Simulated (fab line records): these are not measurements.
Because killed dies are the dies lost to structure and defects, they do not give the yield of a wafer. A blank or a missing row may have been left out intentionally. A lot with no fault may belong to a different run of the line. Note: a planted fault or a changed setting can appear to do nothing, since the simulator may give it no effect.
fab line records :: flow gf180mcu
[record]
  lots = 6
  wafers = 18
  lastDay = 34
route steps=602 shown MIM@519 M5@526
lots that met no fault: from a run of the same line without faults
startH: hours from the record's opening day to when the first of the lot's shown wafers began :: waitH: how many hours have passed since the lot's step before this one :: " unchanged from the row above :: L1.1+2: a row that stands for several wafers :: - either no value or no given start :: * or withheld: withheld :: < > ~ a bound
route shown NAME@n: names a module that has steps shown in the file, with the first one's number in the route :: usual: mean/standard deviation of fault-free wafers :: same: alike in all rows :: chamber/n: place in a boat :: sites: each site's reading :: _std_site: standard deviation across them :: _edge_site: mean of outer sites minus mean of inner sites :: radiusMm: how far each site lies from the wafer's centre :: mask NAME#n: copy n :: behind: the tool/chamber that last shaped the wafer :: hold: cause of the lot's hold/its duration in hours/its outcome :: device: the transistor (n, p or np) that didn't switch :: end of line: the route-end tests of the same wafers :: a step given without rows: its recipe and nothing more :: killed: count of dies lost to structure and defects at first sort (not the wafer's yield) :: map: the dies of a wafer, with x for killed, . for not killed, _ for no die there
set.NAME: setting as actually run; set.NAME@STEP: the setting as run at that earlier step :: model.NAME: the simulator's own value behind a step, which no gauge read
a table for each step, a row for each wafer; lots at some steps of the route
services: when a tool's chamber went out of use (startH, in hours from the record's first day, below 0 if earlier), for how many hours, and the reason
[[steps]]
[step GF_MIM_EXPOSE_16]
[recipe]
  maskId = FuseTop
  targetCdNm = 2000
  na = 0.6
  sourceShape = conventional
  sigmaOuter = 0.6
  doseMj = 140
[step GF_MIM_PEB_17]
[recipe]
  tempC = withheld
  timeS = *
  resist = NOVOLAK
[step GF_MIM_DEVELOP_18]
[recipe]
  developTimeS = 60
  devTempC = 23
[step GF_MIM_METAL_ETCH_19]
[recipe]
  chemistry = Cl2/BCl3
  maskMaterial = NOVOLAK
  stopOn = Si3N4
  targetDepthNm = 324.5
  pressureMtorr = 8
  icpW = 800
  biasW = 140
  Cl2_flow_sccm = 80
  bcl3FlowSccm = 40
  timeS = 54.1
[usual]
  drypumpMotorCurrentA = 5.8/0.46
  mfcCl2Sccm = 80.01/0.25
  oesProductAu = 0.941/0.0065
  throttleValvePct = 28.284/0.0098
lot.wafer: L668.1
tool: rieMetal-01
chamber: 1
startH: 626.17
waitH: 0.1
drypumpMotorCurrentA: 6.2
mfcCl2Sccm: 80.24
oesProductAu: 0.934
rfHoursCounterH: 9
throttleValvePct: 28.283

lot.wafer: L668.3
tool: rieMetal-01
chamber: 1
startH: 626.17
waitH: 0.1
drypumpMotorCurrentA: 6.2
mfcCl2Sccm: 80.06
oesProductAu: 0.928
rfHoursCounterH: -
throttleValvePct: 28.287

lot.wafer: L668.4
tool: rieMetal-01
chamber: 1
startH: 626.17
waitH: 0.1
drypumpMotorCurrentA: 6.2
mfcCl2Sccm: 79.58
oesProductAu: 0.935
rfHoursCounterH: -
throttleValvePct: 28.282

lot.wafer: L669.1
tool: rieMetal-03
chamber: 1
startH: 631.10
waitH: 0.1
drypumpMotorCurrentA: 5.1
mfcCl2Sccm: 79.63
oesProductAu: 0.956
rfHoursCounterH: 3
throttleValvePct: 28.298

lot.wafer: L669.3
tool: rieMetal-03
chamber: 1
startH: 631.10
waitH: 0.1
drypumpMotorCurrentA: 5.1
mfcCl2Sccm: 80.05
oesProductAu: 0.942
rfHoursCounterH: -
throttleValvePct: 28.280

lot.wafer: L669.5
tool: rieMetal-03
chamber: 1
startH: 631.10
waitH: 0.1
drypumpMotorCurrentA: 5.1
mfcCl2Sccm: 80.18
oesProductAu: 0.955
rfHoursCounterH: -
throttleValvePct: 28.286

lot.wafer: L670.1
tool: rieMetal-02
chamber: 1
startH: 644.29
waitH: 0.1
drypumpMotorCurrentA: 6.2
mfcCl2Sccm: 79.89
oesProductAu: 0.939
rfHoursCounterH: 12
throttleValvePct: 28.277

lot.wafer: L670.3
tool: rieMetal-02
chamber: 0
startH: 644.29
waitH: 0.1
drypumpMotorCurrentA: 5.5
mfcCl2Sccm: 79.57
oesProductAu: 0.941
rfHoursCounterH: -
throttleValvePct: 28.287

lot.wafer: L670.6
tool: rieMetal-02
chamber: 1
startH: 644.29
waitH: 0.1
drypumpMotorCurrentA: 6.2
mfcCl2Sccm: 80.01
oesProductAu: 0.942
rfHoursCounterH: -
throttleValvePct: 28.291

lot.wafer: L682.2
tool: rieMetal-01
chamber: 0
startH: 723.21
waitH: 0.1
drypumpMotorCurrentA: 6.3
mfcCl2Sccm: 80.06
oesProductAu: 0.934
rfHoursCounterH: -
throttleValvePct: 28.293

lot.wafer: L682.3
tool: rieMetal-01
chamber: 0
startH: 723.21
waitH: 0.1
drypumpMotorCurrentA: 6.3
mfcCl2Sccm: 80.09
oesProductAu: 0.932
rfHoursCounterH: -
throttleValvePct: 28.295

lot.wafer: L682.6
tool: rieMetal-01
chamber: 0
startH: 723.21
waitH: 0.1
drypumpMotorCurrentA: 6.3
mfcCl2Sccm: 79.64
oesProductAu: 0.929
rfHoursCounterH: -
throttleValvePct: 28.298

lot.wafer: L683.3
tool: rieMetal-03
chamber: 1
startH: 734.64
waitH: 0.1
drypumpMotorCurrentA: 5.1
mfcCl2Sccm: 79.73
oesProductAu: 0.947
rfHoursCounterH: -
throttleValvePct: 28.291

lot.wafer: L683.5
tool: rieMetal-03
chamber: 0
startH: 734.64
waitH: 0.1
drypumpMotorCurrentA: 5.4
mfcCl2Sccm: 80.20
oesProductAu: 0.941
rfHoursCounterH: -
throttleValvePct: 28.286

lot.wafer: L683.6
tool: rieMetal-03
chamber: 1
startH: 734.64
waitH: 0.1
drypumpMotorCurrentA: 5.1
mfcCl2Sccm: 79.75
oesProductAu: 0.943
rfHoursCounterH: -
throttleValvePct: 28.289

lot.wafer: L686.2
tool: rieMetal-03
chamber: 0
startH: 755.14
waitH: 0.1
drypumpMotorCurrentA: 5.5
mfcCl2Sccm: 80.07
oesProductAu: 0.942
rfHoursCounterH: 12
throttleValvePct: 28.286

lot.wafer: L686.5
tool: rieMetal-03
chamber: 0
startH: 755.14
waitH: 0.1
drypumpMotorCurrentA: 5.5
mfcCl2Sccm: 80.04
oesProductAu: 0.933
rfHoursCounterH: -
throttleValvePct: 28.284

lot.wafer: L686.6
tool: rieMetal-03
chamber: 1
startH: 755.14
waitH: 0.1
drypumpMotorCurrentA: 5.1
mfcCl2Sccm: 80.30
oesProductAu: 0.938
rfHoursCounterH: -
throttleValvePct: 28.278
[step GF_MIM_STRIP_20]
[recipe]
  chemistry = O2/N2
  powerW = 1400
  pressureMtorr = 1500
  platenTempC = 250
  o2FlowSccm = 3000
  n2FlowSccm = 300
  overashFraction = 0.5
[usual]
  drypumpMotorCurrentA = 5.7/0.39
  heaterPowerW = 334/15
  o2FlowSccm = 2999/8.2
  oesProductAu = 0.693/0.0043
  platenTempC = 250.01/0.17
  stripTimeToEndpointS = 11.22/0.044
lot.wafer: L668.1
tool: plasmaAsher-04
chamber: 0
startH: 626.31
waitH: 0.1
drypumpMotorCurrentA: 6.3
heaterPowerW: 313
o2FlowSccm: 3002
oesProductAu: 0.693
platenTempC: 250.28
rfHoursCounterH: 56
stripTimeToEndpointS: 11.19

lot.wafer: L668.3
tool: plasmaAsher-04
chamber: 1
startH: 626.31
waitH: 0.1
drypumpMotorCurrentA: 5.4
heaterPowerW: 350
o2FlowSccm: 2996
oesProductAu: 0.693
platenTempC: 249.96
rfHoursCounterH: -
stripTimeToEndpointS: 11.21

lot.wafer: L668.4
tool: plasmaAsher-04
chamber: 0
startH: 626.31
waitH: 0.1
drypumpMotorCurrentA: 6.3
heaterPowerW: 303
o2FlowSccm: 3002
oesProductAu: 0.694
platenTempC: 249.89
rfHoursCounterH: -
stripTimeToEndpointS: 11.27

lot.wafer: L669.1
tool: plasmaAsher-04
chamber: 1
startH: 631.20
waitH: 0.1
drypumpMotorCurrentA: 5.4
heaterPowerW: 348
o2FlowSccm: 3005
oesProductAu: 0.693
platenTempC: 250.16
rfHoursCounterH: 57
stripTimeToEndpointS: 11.17

lot.wafer: L669.3
tool: plasmaAsher-04
chamber: 0
startH: 631.20
waitH: 0.1
drypumpMotorCurrentA: 6.3
heaterPowerW: 318
o2FlowSccm: 3001
oesProductAu: 0.698
platenTempC: 249.85
rfHoursCounterH: -
stripTimeToEndpointS: 11.17

lot.wafer: L669.5
tool: plasmaAsher-04
chamber: 1
startH: 631.20
waitH: 0.1
drypumpMotorCurrentA: 5.4
heaterPowerW: 355
o2FlowSccm: 3007
oesProductAu: 0.692
platenTempC: 250.02
rfHoursCounterH: -
stripTimeToEndpointS: 11.17

lot.wafer: L670.1
tool: plasmaAsher-04
chamber: 0
startH: 644.36
waitH: 0.0
drypumpMotorCurrentA: 6.3
heaterPowerW: 311
o2FlowSccm: 2990
oesProductAu: 0.690
platenTempC: 249.84
rfHoursCounterH: 58
stripTimeToEndpointS: 11.24

lot.wafer: L670.3
tool: plasmaAsher-04
chamber: 0
startH: 644.36
waitH: 0.0
drypumpMotorCurrentA: 6.3
heaterPowerW: 320
o2FlowSccm: 2983
oesProductAu: 0.701
platenTempC: 250.07
rfHoursCounterH: -
stripTimeToEndpointS: 11.32

lot.wafer: L670.6
tool: plasmaAsher-04
chamber: 0
startH: 644.36
waitH: 0.0
drypumpMotorCurrentA: 6.3
heaterPowerW: 318
o2FlowSccm: 3000
oesProductAu: 0.692
platenTempC: 250.21
rfHoursCounterH: -
stripTimeToEndpointS: 11.23

lot.wafer: L682.2
tool: plasmaAsher-04
chamber: 1
startH: 723.33
waitH: 0.1
drypumpMotorCurrentA: 5.3
heaterPowerW: 349
o2FlowSccm: 2998
oesProductAu: 0.690
platenTempC: 249.94
rfHoursCounterH: 68
stripTimeToEndpointS: 11.20

lot.wafer: L682.3
tool: plasmaAsher-04
chamber: 1
startH: 723.33
waitH: 0.1
drypumpMotorCurrentA: 5.3
heaterPowerW: 340
o2FlowSccm: 3004
oesProductAu: 0.687
platenTempC: 250.01
rfHoursCounterH: -
stripTimeToEndpointS: 11.16

lot.wafer: L682.6
tool: plasmaAsher-04
chamber: 1
startH: 723.33
waitH: 0.1
drypumpMotorCurrentA: 5.3
heaterPowerW: 337
o2FlowSccm: 3003
oesProductAu: 0.689
platenTempC: 250.22
rfHoursCounterH: -
stripTimeToEndpointS: 11.20

lot.wafer: L683.3
tool: plasmaAsher-02
chamber: 1
startH: 734.72
waitH: 0.1
drypumpMotorCurrentA: 5.0
heaterPowerW: 361
o2FlowSccm: 3001
oesProductAu: 0.695
platenTempC: 249.85
rfHoursCounterH: -
stripTimeToEndpointS: 11.14

lot.wafer: L683.5
tool: plasmaAsher-02
chamber: 0
startH: 734.72
waitH: 0.1
drypumpMotorCurrentA: 5.3
heaterPowerW: 314
o2FlowSccm: 2998
oesProductAu: 0.686
platenTempC: 249.73
rfHoursCounterH: -
stripTimeToEndpointS: 11.16

lot.wafer: L683.6
tool: plasmaAsher-02
chamber: 1
startH: 734.72
waitH: 0.1
drypumpMotorCurrentA: 5.0
heaterPowerW: 364
o2FlowSccm: 2984
oesProductAu: 0.695
platenTempC: 250.34
rfHoursCounterH: -
stripTimeToEndpointS: 11.19

lot.wafer: L686.2
tool: plasmaAsher-04
chamber: 0
startH: 755.21
waitH: 0.0
drypumpMotorCurrentA: 6.2
heaterPowerW: 323
o2FlowSccm: 2992
oesProductAu: 0.692
platenTempC: 250.26
rfHoursCounterH: 71
stripTimeToEndpointS: 11.22

lot.wafer: L686.5
tool: plasmaAsher-04
chamber: 1
startH: 755.21
waitH: 0.0
drypumpMotorCurrentA: 5.3
heaterPowerW: 339
o2FlowSccm: 3005
oesProductAu: 0.693
platenTempC: 250.10
rfHoursCounterH: -
stripTimeToEndpointS: 11.21

lot.wafer: L686.6
tool: plasmaAsher-04
chamber: 0
startH: 755.21
waitH: 0.0
drypumpMotorCurrentA: 6.3
heaterPowerW: 320
o2FlowSccm: 2982
oesProductAu: 0.689
platenTempC: 250.28
rfHoursCounterH: -
stripTimeToEndpointS: 11.21
[step GF_MIM_STRIP_21]
[recipe]
  chemistry = postEtchResidueRemover
  timeS = 1200
  tempC = 72.5
[step GF_MIM_CLEAN_22]
[recipe]
  chemistry = DIW
  dry = n2Spin
[step GF_M5_DEHYDRATE_00]
[recipe]
  tempC = 200
  timeS = 60
[step GF_M5_HMDS_01]
[recipe]
  primeTimeS = 60
  primeTempC = 120
[step GF_M5_COAT_02]
[recipe]
  resist = KrF
  spinRpm = withheld
  resistThkNm = 1000
[step GF_M5_SOFTBAKE_03]
[recipe]
  tempC = 130
  timeS = 60
  resist = KrF
[step GF_M5_EXPOSE_04]
[recipe]
  maskId = Metal5
  targetCdNm = 280
  na = 0.68
  sourceShape = conventional
  sigmaOuter = 0.6
  doseMj = 28
[step GF_M5_PEB_05]
[recipe]
  pebTempC = 135
  pebTimeS = 90
  resist = KrF
[usual]
  chillPlateTempC = 23.02/0.11
  exhaustPa = 44.9/0.96
  pebTimeS = 90/0
lot.wafer: L668.1
tool: lithoTrack-04
chamber: 0
startH: 646.35
waitH: -
chillPlateTempC: 23.04
exhaustPa: 45.3
pebTimeS: 90

lot.wafer: L668.3
tool: lithoTrack-04
chamber: 0
startH: 646.35
waitH: -
chillPlateTempC: 22.90
exhaustPa: 44.8
pebTimeS: 90

lot.wafer: L668.4
tool: lithoTrack-04
chamber: 0
startH: 646.35
waitH: -
chillPlateTempC: 22.98
exhaustPa: 44.7
pebTimeS: 90

lot.wafer: L669.1
tool: lithoTrack-01
chamber: -
startH: 650.99
waitH: -
chillPlateTempC: -
exhaustPa: -
pebTimeS: -

lot.wafer: L669.3
tool: lithoTrack-01
chamber: -
startH: 650.99
waitH: -
chillPlateTempC: -
exhaustPa: -
pebTimeS: -

lot.wafer: L669.5
tool: lithoTrack-01
chamber: -
startH: 650.99
waitH: -
chillPlateTempC: -
exhaustPa: -
pebTimeS: -

lot.wafer: L670.1
tool: lithoTrack-04
chamber: -
startH: 663.40
waitH: -
chillPlateTempC: -
exhaustPa: -
pebTimeS: -

lot.wafer: L670.3
tool: lithoTrack-04
chamber: -
startH: 663.40
waitH: -
chillPlateTempC: -
exhaustPa: -
pebTimeS: -

lot.wafer: L670.6
tool: lithoTrack-04
chamber: -
startH: 663.40
waitH: -
chillPlateTempC: -
exhaustPa: -
pebTimeS: -

lot.wafer: L682.2
tool: lithoTrack-01
chamber: 0
startH: 740.92
waitH: -
chillPlateTempC: 23.13
exhaustPa: 44.3
pebTimeS: 90

lot.wafer: L682.3
tool: lithoTrack-01
chamber: 0
startH: 740.92
waitH: -
chillPlateTempC: 23.12
exhaustPa: 43.8
pebTimeS: 90

lot.wafer: L682.6
tool: lithoTrack-01
chamber: 0
startH: 740.92
waitH: -
chillPlateTempC: 23.31
exhaustPa: 44.1
pebTimeS: 90

lot.wafer: L683.3
tool: lithoTrack-01
chamber: 0
startH: 751.60
waitH: -
chillPlateTempC: 22.95
exhaustPa: 44.7
pebTimeS: 90

lot.wafer: L683.5
tool: lithoTrack-01
chamber: 0
startH: 751.60
waitH: -
chillPlateTempC: 22.98
exhaustPa: 44.4
pebTimeS: 90

lot.wafer: L683.6
tool: lithoTrack-01
chamber: 0
startH: 751.60
waitH: -
chillPlateTempC: 23.11
exhaustPa: 44.3
pebTimeS: 90

lot.wafer: L686.2
tool: lithoTrack-03
chamber: 0
startH: 770.50
waitH: -
chillPlateTempC: 23.09
exhaustPa: 46.3
pebTimeS: 90

lot.wafer: L686.5
tool: lithoTrack-03
chamber: 0
startH: 770.50
waitH: -
chillPlateTempC: 23.11
exhaustPa: 45.9
pebTimeS: 90

lot.wafer: L686.6
tool: lithoTrack-03
chamber: 0
startH: 770.50
waitH: -
chillPlateTempC: 22.95
exhaustPa: 45.3
pebTimeS: 90
[step GF_M5_DEVELOP_06]
[recipe]
  developTimeS = 60
  devTempC = 21
[[services]]
tool: plasmaAsher-02
chamber: -
startH: 605.46
hours: 2.7
kind: repair

tool: rieMetal-01
chamber: 1
startH: 612.01
hours: 3.9
kind: repair

tool: rieMetal-01
chamber: 0
startH: 621.31
hours: -
kind: clean

tool: rieMetal-01
chamber: 0
startH: 621.31
hours: 19.4
kind: scheduledDown

tool: rieMetal-01
chamber: 0
startH: 621.31
hours: 19.4
kind: ventCycle

tool: plasmaAsher-02
chamber: -
startH: 628.24
hours: 1.8
kind: repair

tool: rieMetal-02
chamber: -
startH: 629.87
hours: 0.3
kind: repair

tool: rieMetal-01
chamber: -
startH: 634.34
hours: 14.6
kind: pm

tool: plasmaAsher-02
chamber: -
startH: 698.21
hours: 6.6
kind: repair

tool: lithoTrack-01
chamber: -
startH: 701.91
hours: -
kind: consumableReplace:filter

tool: plasmaAsher-02
chamber: -
startH: 715.63
hours: 2.2
kind: repair

tool: rieMetal-01
chamber: 1
startH: 722.00
hours: -
kind: clean

tool: rieMetal-01
chamber: 1
startH: 722.00
hours: 20.1
kind: scheduledDown

tool: rieMetal-01
chamber: 1
startH: 722.00
hours: 20.1
kind: ventCycle

tool: rieMetal-02
chamber: 1
startH: 726.49
hours: -
kind: clean

tool: rieMetal-02
chamber: 1
startH: 726.49
hours: 15.5
kind: scheduledDown

tool: rieMetal-02
chamber: 1
startH: 726.49
hours: 15.5
kind: ventCycle

tool: plasmaAsher-02
chamber: -
startH: 743.80
hours: 3.7
kind: repair

tool: rieMetal-01
chamber: -
startH: 745.88
hours: 2.8
kind: pm
[[key]]
[firstSign]
  step = GF_M5_PEB_05
  reading = toolRecord
  direction = missing
effect none on later readings
metAt GF_M5_PEB_05
struckWafers L669.1,L669.3,L669.5,L670.1,L670.3,L670.6
laterRowsLeftOut L669.1,L669.3,L669.5,L670.1,L670.3,L670.6
sortLeftOut L669.1,L669.3,L669.5,L670.1,L670.3,L670.6
onsetBetween 646.35 650.99
[fault]
  kind = skippedStepWhole
  tool = lithoTrack-01,lithoTrack-04
  chamber = -
  onsetH = 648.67
  steps = GF_M5_PEB_05
  scope = struckLotsOnly
// sortLeftOut: the simulated sort isn't trusted on such a fault, so these wafers' sort isn't shown, and their yield isn't known
// laterRowsLeftOut: the simulator's readings of these wafers behind a module that went badly wrong aren't trusted and aren't shown, but for the sort
